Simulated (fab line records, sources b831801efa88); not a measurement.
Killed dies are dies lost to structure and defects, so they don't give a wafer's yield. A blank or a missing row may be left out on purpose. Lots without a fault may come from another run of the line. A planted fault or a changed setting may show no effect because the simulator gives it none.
Which tool did it? | flow gf180mcu | 11 lots, 33 wafers sampled, at 5 steps of a route of 602

WHAT THE GAUGES READ, wafer by wafer
GF_PSD_RS_MEAS_14: measures by four-point-probe.
lot  | measured     | on            | NSD_RS (ohm/sq)
L929 | day 15 04:43 | film_metro-02 | 46.05 46.23 46.11
L932 | day 15 21:09 | film_metro-02 | 46.03 46.07 46.05
L933 | day 16 19:41 | film_metro-04 | 46.10 46.19 46.10
L934 | day 16 22:41 | film_metro-03 | 46.17 46.16 46.07
L940 | day 18 21:27 | film_metro-02 | 46.08 46.22 46.10
L942 | day 19 18:16 | film_metro-03 | 45.08 45.06 44.92 44.95 44.94 44.93
L943 | day 20 01:53 | film_metro-02 | 44.91 44.80 44.87 44.96 44.87 44.84
L944 | day 20 08:25 | film_metro-04 | 46.07 46.11 46.21
L945 | day 20 22:19 | film_metro-02 | 45.91 46.01 46.10
L947 | day 21 08:20 | film_metro-03 | 46.19 46.12 46.22
L949 | day 22 01:44 | film_metro-02 | 46.10 46.05 46.03

WHICH TOOL RAN EACH LOT (tool, then ch and the chambers of the sampled wafers, then the start)
lot  | GF_POLY_GATE_STRIP_14                | GF_HV_LDD_ETCHBACK_58              | GF_NSD_IMPLANT_09               | GF_NSD_STRIP_11
L929 | plasma_asher-03 ch 1, day 9 20:54    | rie_diel-03 ch 0,1,3, day 13 10:06 | implanter-01 ch 0, day 14 06:34 | plasma_asher-04 ch 1, day 14 06:50
L932 | plasma_asher-03 ch 0,1, day 10 15:17 | rie_diel-02 ch 1,2, day 14 02:28   | implanter-03 ch 0, day 14 23:20 | plasma_asher-01 ch 0,1, day 14 23:38
L933 | plasma_asher-03 ch 0,1, day 11 10:09 | rie_diel-01 ch 0,1,3, day 14 23:14 | implanter-02 ch 0, day 15 20:04 | plasma_asher-04 ch 0,1, day 15 20:22
L934 | plasma_asher-02 ch 0,1, day 11 10:56 | rie_diel-03 ch 0,1,2, day 15 00:37 | implanter-03 ch 0, day 15 22:22 | plasma_asher-01 ch 0,1, day 15 22:40
L940 | plasma_asher-03 ch 0,1, day 13 01:11 | rie_diel-01 ch 0,2,3, day 16 21:23 | implanter-01 ch 0, day 17 20:55 | plasma_asher-04 ch 1, day 17 21:13
L942 | plasma_asher-03 ch 1, day 13 21:14   | rie_diel-03 ch 2,3, day 17 18:11   | implanter-03 ch 0, day 18 17:52 | plasma_asher-04 ch 0,1, day 18 18:10
L943 | plasma_asher-03 ch 1, day 14 01:59   | rie_diel-03 ch 0,3, day 18 01:33   | implanter-03 ch 0, day 19 01:04 | plasma_asher-03 ch 1, day 19 01:22
L944 | plasma_asher-01 ch 0,1, day 14 08:56 | rie_diel-03 ch 0,1,3, day 18 09:19 | implanter-01 ch 0, day 19 08:07 | plasma_asher-04 ch 0,1, day 19 08:25
L945 | plasma_asher-01 ch 0,1, day 14 19:14 | rie_diel-01 ch 0,1,2, day 18 21:55 | implanter-01 ch 0, day 19 22:25 | plasma_asher-01 ch 0,1, day 19 22:43
L947 | plasma_asher-02 ch 0,1, day 15 02:55 | rie_diel-02 ch 0,2, day 19 07:52   | implanter-02 ch 0, day 20 07:28 | plasma_asher-03 ch 0,1, day 20 07:46
L949 | plasma_asher-02 ch 0,1, day 15 17:44 | rie_diel-02 ch 1,2,3, day 20 00:17 | implanter-01 ch 0, day 21 00:19 | plasma_asher-01 ch 0,1, day 21 00:37
- GF_POLY_GATE_STRIP_14: strips in O2/N2.
- GF_HV_LDD_ETCHBACK_58: etches Si3N4 in CH3F/O2, stops on SiO2, time 100 s, target depth 90 nm.
- GF_NSD_IMPLANT_09
- GF_NSD_STRIP_11: strips in O2/N2.

THE ANSWER, worked out from the rows above alone
Rule: what is usual is taken from the lots themselves. Put in order of their means at a reading, lots are off if they are a third of the lots or fewer, leave a main group of 4 or more, and stand apart from it by a gap of 3 or more times the standard deviation of the main group's means; of several such gaps the widest counts. A main group whose means are all the same, to the digits that the tables above print for the reading, isn't used. A lot without any number at a reading at which 4 lots or more have one is off too. The other lots that the step has rows for count as sound.
Off: L942, L943, at GF_PSD_RS_MEAS_14 (NSD_RS). The main group: mean 46.11 ohm/sq, standard deviation 0.051.
A tool fits if, at a process step before that reading, it ran every lot that is off, and no sound lot after the first of them. The gauges at GF_PSD_RS_MEAS_14 are tried like those tools. Can't be told from this: 2 tools fit, plasma_asher-03 at GF_POLY_GATE_STRIP_14, implanter-03 at GF_NSD_IMPLANT_09.

WHAT THE SIMULATOR HAD PUT IN
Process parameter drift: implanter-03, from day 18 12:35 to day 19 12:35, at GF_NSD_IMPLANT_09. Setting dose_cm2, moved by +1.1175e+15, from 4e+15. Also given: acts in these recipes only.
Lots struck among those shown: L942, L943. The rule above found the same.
